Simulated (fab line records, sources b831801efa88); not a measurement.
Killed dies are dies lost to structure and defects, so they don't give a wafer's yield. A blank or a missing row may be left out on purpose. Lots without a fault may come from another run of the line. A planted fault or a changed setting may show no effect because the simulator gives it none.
A struck lot beside a sound one | flow sky130 | 16 steps out of a route of 708
Sound: wafers L663.1, L663.2, L663.3. Struck: wafers L664.1, L664.3, L664.5. The cause comes at the end.
At each step with rows: each side's tool, then ch and its chambers, then its first start. Under that, the readings that differ: sound wafers | struck wafers | difference of the means | sigmas: that difference in standard deviations of wafers without a fault.
alike: readings whose means differ by less than 2 such deviations, and words and numbers that are the same on both sides. not compared: withheld readings, readings that some wafer has no value for, bounds like >300 that may hide the same value, and numbers for which the record gives no deviation and whose values overlap.
The two part at a step that has a row with sigmas, a row that says differs or no value, or rows on one side only. Numbers that don't overlap but have no deviation are shown without sigmas and don't part them. A reading that every wafer of one side lacks parts them only if that side has two wafers or more.

SKY_VIA1_CMP_02: polishes SiO2.
  sound on cmp-01 ch 1,2,3, day 39 08:42; struck on cmp-02 ch 0,2, day 39 06:17
  reading                    | sound             | struck            | difference | sigmas
  motor_current_A (A)        | 12.9 13.3 13.4    | 12.6 10.1 10.1    | -2.3       | -3
  slurry_filter_dp_kPa (kPa) | 13.17 13.49 13.12 | 13.67 13.45 13.75 | +0.36      | +3
  alike: head_pressure_psi
SKY_VIA1_BOW_MEAS_03:
  sound on film_metro-03, day 39 09:00; struck on film_metro-01, day 39 06:32
  alike: VIA1_BOW
then, 8 steps without rows for these wafers: SKY_VIA1_DEHYDRATE_04 (time 60 s); SKY_VIA1_HMDS_05 (prime time 60 s); SKY_VIA1_COAT_06 (resist thk 60 nm); SKY_VIA1_COAT_07 (resist thk 450 nm); SKY_VIA1_SOFTBAKE_08 (time 90 s); SKY_VIA1_EXPOSE_09 (exposes mask VIM, target cd 150 nm); SKY_VIA1_PEB_10; SKY_VIA1_DEVELOP_11 (develop time 60 s).
SKY_VIA1_CD_MEAS_12: target cd 150 nm.
  sound on cd_sem-02, day 40 09:50; struck on cd_sem-01, day 40 06:53
  alike: cd_nm
SKY_VIA1_OVL_MEAS_13:
  sound on overlay-02, day 40 09:58; struck on overlay-02, day 40 07:01
  alike: VIA1_OVL
SKY_VIA1_ETCH_14: etches BARC in N2/H2, stops on SiO2, time 45.9 s, target depth 60 nm.
  sound on rie_diel-04 ch 0,1,3, day 40 10:00; struck on rie_diel-03 ch 0,1,2, day 40 07:03
  no value came back on the struck wafers for any of 7 readings (bias_w (W), chamber_pressure_mTorr (mTorr) and others); on the sound wafers bias_w (W) reads 99.7 99.9 100.2
  reading                                     | sound           | struck            | difference | sigmas
  model.KrF-thick_of_VIA1_COAT_07.thk_nm (nm) | 390.9 390.7 392 | 435.3 435.2 434.8 | +43.9      |
SKY_VIA1_ETCH_15: etches SiO2 in C4F8/O2/Ar, stops on TiN, target depth 351 nm, time 54 s.
  sound on rie_diel-04 ch 0,1,3, day 40 10:02; struck on rie_diel-03 ch 0,1,2, day 40 07:05
  reading                                     | sound             | struck            | difference | sigmas
  oes_product_au (a.u.)                       | 0.977 0.981 0.983 | 0.371 0.378 0.381 | -0.604     | -91
  model.KrF-thick_of_VIA1_COAT_07.thk_nm (nm) | 320.9 320.5 323.1 | 365.2 364.7 365.6 | +43.7      |
  alike: bias_w, chamber_pressure_mTorr, rf_fwd_power_W
  not compared: rf_hours_counter_h
SKY_VIA1_STRIP_16: strips in O2/N2.
  sound on plasma_asher-03 ch 0,1, day 40 10:05; struck on plasma_asher-04 ch 0, day 40 07:08
  reading                      | sound             | struck            | difference | sigmas
  oes_product_au (a.u.)        | 0.422 0.412 0.416 | 0.431 0.431 0.432 | +0.015     | +4
  strip_time_to_endpoint_s (s) | 4.440 4.436 4.449 | 4.900 4.897 4.897 | +0.456     | +23
  alike: drypump_motor_current_A
  not compared: rf_hours_counter_h
then, 1 step without rows for these wafers: SKY_VIA1_STRIP_17 (strips in post etch residue remover, time 1200 s).

WHERE THEY PART
First at SKY_VIA1_CMP_02; last, within this record, at SKY_VIA1_STRIP_16.

WHY: what the simulator had put in
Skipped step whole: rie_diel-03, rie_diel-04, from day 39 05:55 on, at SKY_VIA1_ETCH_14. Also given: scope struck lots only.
